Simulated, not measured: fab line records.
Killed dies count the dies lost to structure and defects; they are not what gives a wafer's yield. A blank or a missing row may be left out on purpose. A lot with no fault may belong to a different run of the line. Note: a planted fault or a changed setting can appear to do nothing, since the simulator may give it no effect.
What tool caused it? + flow gf180mcu + 14 lots, 42 wafers sampled, at 5 steps of a route of 602

WHAT EACH GAUGE READ, for each wafer
GF_VT_IMPLANT_OVL_MEAS_07. Usual: VT_IMPLANT_OVL -0.4 nm, standard deviation 1.3.
| lot  | measured     | on         | VT_IMPLANT_OVL (nm) | flag |
|------|--------------|------------|---------------------|------|
| L887 | day 6 00:44  | overlay-02 | -0.5 0.5 -1.4       |      |
| L888 | day 6 02:16  | overlay-01 | 1.3 1.3 0.5         |      |
| L889 | day 6 06:07  | overlay-02 | 0.0 1.7 1.3         |      |
| L890 | day 6 23:01  | overlay-02 | -0.8 -1.7 -0.4      |      |
| L896 | day 8 09:31  | overlay-01 | 0.7 -0.6 0.0        |      |
| L897 | day 8 14:16  | overlay-01 | -1.0 0.1 -1.8       |      |
| L899 | day 9 02:11  | overlay-02 | -0.6 -2.9 -1.4      |      |
| L900 | day 9 11:31  | overlay-01 | 0.3 1.9 0.2         |      |
| L901 | day 9 12:15  | overlay-01 | -0.4 -0.5 0.7       |      |
| L902 | day 9 19:27  | overlay-02 | -1.6 -2.0 -1.5      |      |
| L903 | day 10 02:55 | overlay-01 | -1.7 -0.5 -1.5      |      |
| L907 | day 11 01:03 | overlay-01 | -0.1 -2.5 0.7       |      |
| L908 | day 11 06:19 | overlay-01 | 1.1 -0.6 -0.5       |      |
| L909 | day 11 09:43 | overlay-01 | -0.3 -0.2 -1.3      |      |

GF_VT_IMPLANT_TW_MEAS_43. Usual: VT_IMPLANT_4_TW 695, standard deviation 5.7.
| lot  | measured     | on           | VT_IMPLANT_4_TW | flag |
|------|--------------|--------------|-----------------|------|
| L887 | day 8 00:50  | filmMetro-02 | 681 684 682     |      |
| L888 | day 8 02:03  | filmMetro-02 | 30 30 30        | OFF  |
| L889 | day 8 05:13  | filmMetro-01 | 30 31 30        | OFF  |
| L890 | day 9 00:18  | filmMetro-01 | 696 694 696     |      |
| L896 | day 10 14:20 | filmMetro-01 | 694 694 698     |      |
| L897 | day 10 18:15 | filmMetro-04 | 696 697 696     |      |
| L899 | day 11 08:10 | filmMetro-01 | 697 696 694     |      |
| L900 | day 11 17:57 | filmMetro-01 | 693 698 701     |      |
| L901 | day 11 18:05 | filmMetro-04 | 700 700 695     |      |
| L902 | day 12 01:36 | filmMetro-02 | 690 693 693     |      |
| L903 | day 12 08:50 | filmMetro-01 | 702 700 699     |      |
| L907 | day 13 10:56 | filmMetro-01 | 701 698 702     |      |
| L908 | day 13 15:23 | filmMetro-02 | 696 696 695     |      |
| L909 | day 13 20:40 | filmMetro-01 | 693 697 694     |      |

WHICH TOOL RAN EACH LOT (tool, then ch and the chambers of the sampled wafers, then the start)
| lot  | GF_STI_STRIP_15                    | GF_DNWELL_STRIP_08                 | GF_VT_IMPLANT_IMPLANT_41        |
|------|------------------------------------|------------------------------------|---------------------------------|
| L887 | plasmaAsher-01 ch 0,1, day 2 08:14 | plasmaAsher-02 ch 0,1, day 3 04:56 | implanter-01 ch 0, day 8 00:37  |
| L888 | plasmaAsher-03 ch 0,1, day 2 14:36 | plasmaAsher-01 ch 0,1, day 3 07:04 | implanter-01, day 8 01:48       |
| L889 | plasmaAsher-01 ch 0,1, day 2 16:33 | plasmaAsher-01 ch 0,1, day 3 09:11 | implanter-03, day 8 04:58       |
| L890 | plasmaAsher-01 ch 0,1, day 3 00:07 | plasmaAsher-04 ch 0,1, day 3 22:44 | implanter-01 ch 0, day 9 00:04  |
| L896 | plasmaAsher-03 ch 0,1, day 4 04:28 | plasmaAsher-01 ch 0,1, day 5 03:58 | implanter-03 ch 0, day 10 14:05 |
| L897 | plasmaAsher-01 ch 0,1, day 4 12:56 | plasmaAsher-04 ch 0,1, day 5 08:08 | implanter-01 ch 0, day 10 18:00 |
| L899 | plasmaAsher-01 ch 0,1, day 4 22:03 | plasmaAsher-04 ch 0,1, day 5 18:09 | implanter-02 ch 0, day 11 07:56 |
| L900 | plasmaAsher-02 ch 0,1, day 5 04:44 | plasmaAsher-02 ch 0,1, day 6 02:03 | implanter-01 ch 0, day 11 17:42 |
| L901 | plasmaAsher-03 ch 0,1, day 5 07:34 | plasmaAsher-01 ch 0,1, day 6 03:07 | implanter-02 ch 0, day 11 17:50 |
| L902 | plasmaAsher-02 ch 0, day 5 13:45   | plasmaAsher-02 ch 1, day 6 09:25   | implanter-02 ch 0, day 12 01:21 |
| L903 | plasmaAsher-01 ch 0,1, day 5 19:12 | plasmaAsher-02 ch 0,1, day 6 16:11 | implanter-03 ch 0, day 12 08:37 |
| L907 | plasmaAsher-02 ch 0,1, day 6 13:48 | plasmaAsher-01 ch 1, day 7 11:03   | implanter-01 ch 0, day 13 10:41 |
| L908 | plasmaAsher-02 ch 0,1, day 6 19:58 | plasmaAsher-02 ch 0,1, day 7 15:58 | implanter-03 ch 0, day 13 15:10 |
| L909 | plasmaAsher-02 ch 0,1, day 6 23:42 | plasmaAsher-01 ch 0,1, day 7 19:43 | implanter-03 ch 0, day 13 20:26 |
- GF_STI_STRIP_15: strips in O2/N2.
- GF_DNWELL_STRIP_08: strips in O2/N2.
- GF_VT_IMPLANT_IMPLANT_41

AS READ BY THE TOOLS THEMSELVES (means over the sampled wafers that have a number; for cases with no such wafer, the mark the record gives instead)
GF_STI_STRIP_15. Usual: drypumpMotorCurrentA 5.7 A, standard deviation 0.33; heaterPowerW 316 W, standard deviation 36; n2FlowSccm 300.2 sccm, standard deviation 0.92; oesProductAu 0.384 a.u., standard deviation 0.0054; stripTimeToEndpointS 3.73 s, standard deviation 0.048.
| lot  | tool           | drypumpMotorCurrentA (A) | heaterPowerW (W) | n2FlowSccm (sccm) | oesProductAu (a.u.) | stripTimeToEndpointS (s) | flag |
|------|----------------|--------------------------|------------------|-------------------|---------------------|--------------------------|------|
| L887 | plasmaAsher-01 | 5.6                      | 325              | 300.7             | 0.385               | 3.75                     |      |
| L888 | plasmaAsher-03 | 5.6                      | 270              | 299.2             | 0.387               | 3.77                     |      |
| L889 | plasmaAsher-01 | 5.5                      | 310              | 299.5             | 0.381               | 3.69                     |      |
| L890 | plasmaAsher-01 | 5.5                      | 323              | 300.9             | 0.381               | 3.70                     |      |
| L896 | plasmaAsher-03 | 6.0                      | 263              | 300.6             | 0.384               | 3.71                     |      |
| L897 | plasmaAsher-01 | 5.5                      | 309              | 300.9             | 0.383               | 3.71                     |      |
| L899 | plasmaAsher-01 | 5.5                      | 320              | 299.9             | 0.376               | 3.67                     |      |
| L900 | plasmaAsher-02 | 5.8                      | 354              | 299.5             | 0.382               | 3.76                     |      |
| L901 | plasmaAsher-03 | 5.6                      | 268              | 300.8             | 0.388               | 3.80                     |      |
| L902 | plasmaAsher-02 | 6.1                      | 362              | 299.2             | 0.376               | 3.70                     |      |
| L903 | plasmaAsher-01 | 5.6                      | 317              | 299.7             | 0.382               | 3.72                     |      |
| L907 | plasmaAsher-02 | 5.9                      | 356              | 299.1             | 0.392               | 3.78                     |      |
| L908 | plasmaAsher-02 | 5.8                      | 356              | 300.0             | 0.382               | 3.69                     |      |
| L909 | plasmaAsher-02 | 5.8                      | 354              | 299.8             | 0.384               | 3.69                     |      |

GF_DNWELL_STRIP_08. Usual: drypumpMotorCurrentA 5.65 A, standard deviation 0.24; heaterPowerW 331 W, standard deviation 23; n2FlowSccm 300.0 sccm, standard deviation 0.89; oesProductAu 0.722 a.u., standard deviation 0.0043; stripTimeToEndpointS 36.96 s, standard deviation 0.12.
| lot  | tool           | drypumpMotorCurrentA (A) | heaterPowerW (W) | n2FlowSccm (sccm) | oesProductAu (a.u.) | stripTimeToEndpointS (s) | flag |
|------|----------------|--------------------------|------------------|-------------------|---------------------|--------------------------|------|
| L887 | plasmaAsher-02 | 5.91                     | 352              | 299.8             | 0.723               | 36.95                    |      |
| L888 | plasmaAsher-01 | 5.50                     | 314              | 299.8             | 0.725               | 36.96                    |      |
| L889 | plasmaAsher-01 | 5.50                     | 314              | 299.8             | 0.721               | 36.84                    |      |
| L890 | plasmaAsher-04 | 5.78                     | 323              | 300.4             | 0.718               | 36.87                    |      |
| L896 | plasmaAsher-01 | 5.54                     | 318              | 299.4             | 0.724               | 37.08                    |      |
| L897 | plasmaAsher-04 | 5.79                     | 326              | 299.5             | 0.722               | 37.08                    |      |
| L899 | plasmaAsher-04 | 5.79                     | 326              | 300.3             | 0.719               | 36.64                    |      |
| L900 | plasmaAsher-02 | 5.92                     | 354              | 300.0             | 0.724               | 37.10                    |      |
| L901 | plasmaAsher-01 | 5.52                     | 310              | 300.3             | 0.722               | 36.96                    |      |
| L902 | plasmaAsher-02 | 5.61                     | 354              | 300.0             | 0.718               | 36.91                    |      |
| L903 | plasmaAsher-02 | 5.93                     | 359              | 299.4             | 0.726               | 37.05                    |      |
| L907 | plasmaAsher-01 | 5.56                     | 331              | 300.0             | 0.722               | 36.95                    |      |
| L908 | plasmaAsher-02 | 5.92                     | 356              | 299.5             | 0.723               | 37.02                    |      |
| L909 | plasmaAsher-01 | 5.50                     | 314              | 301.3             | 0.725               | 37.17                    |      |

GF_VT_IMPLANT_IMPLANT_41. Usual: beamEnergyKeV 70.009, standard deviation 0.023; beamOnS 9.99 s, standard deviation 0.21.
| lot  | tool         | beamEnergyKeV | beamOnS (s) | flag |
|------|--------------|---------------|-------------|------|
| L887 | implanter-01 | 69.983        | 10.18       |      |
| L888 | implanter-01 | -             | -           | OFF  |
| L889 | implanter-03 | -             | -           | OFF  |
| L890 | implanter-01 | 70.020        | 10.04       |      |
| L896 | implanter-03 | 69.998        | 10.08       |      |
| L897 | implanter-01 | 70.028        | 10.17       |      |
| L899 | implanter-02 | 70.026        | 9.89        |      |
| L900 | implanter-01 | 70.021        | 10.01       |      |
| L901 | implanter-02 | 70.030        | 9.93        |      |
| L902 | implanter-02 | 70.019        | 10.07       |      |
| L903 | implanter-03 | 70.008        | 9.81        |      |
| L907 | implanter-01 | 69.964        | 10.23       |      |
| L908 | implanter-03 | 70.001        | 9.89        |      |
| L909 | implanter-03 | 70.027        | 9.96        |      |

THE ANSWER, worked out from the rows above alone
Rule: a lot is off if the mean of its wafers that have a number lies more than 3 standard deviations from the usual mean. Also off: a lot with no number at a reading for which 4 or more lots have one. Any other lot the step has rows for is counted as sound. First the gauges in route order, then the tools' own readings, where a lot's mean is used as printed above. The first step at which some lot is off is used, and at that step the reading that is off furthest; a lot without a number counts as furthest.
Off: L888, L889, seen at GF_VT_IMPLANT_TW_MEAS_43 (VT_IMPLANT_4_TW).
A tool fits if, at a process step before that reading, it ran every lot that is off, and no sound lot after the first of them. The gauges at GF_VT_IMPLANT_TW_MEAS_43 aren't tried: what is off there is off at GF_VT_IMPLANT_IMPLANT_41 too, on other tools, and a gauge's error can't cause that. Not one of the candidates tried fits.

WHAT THE SIMULATOR PUT IN
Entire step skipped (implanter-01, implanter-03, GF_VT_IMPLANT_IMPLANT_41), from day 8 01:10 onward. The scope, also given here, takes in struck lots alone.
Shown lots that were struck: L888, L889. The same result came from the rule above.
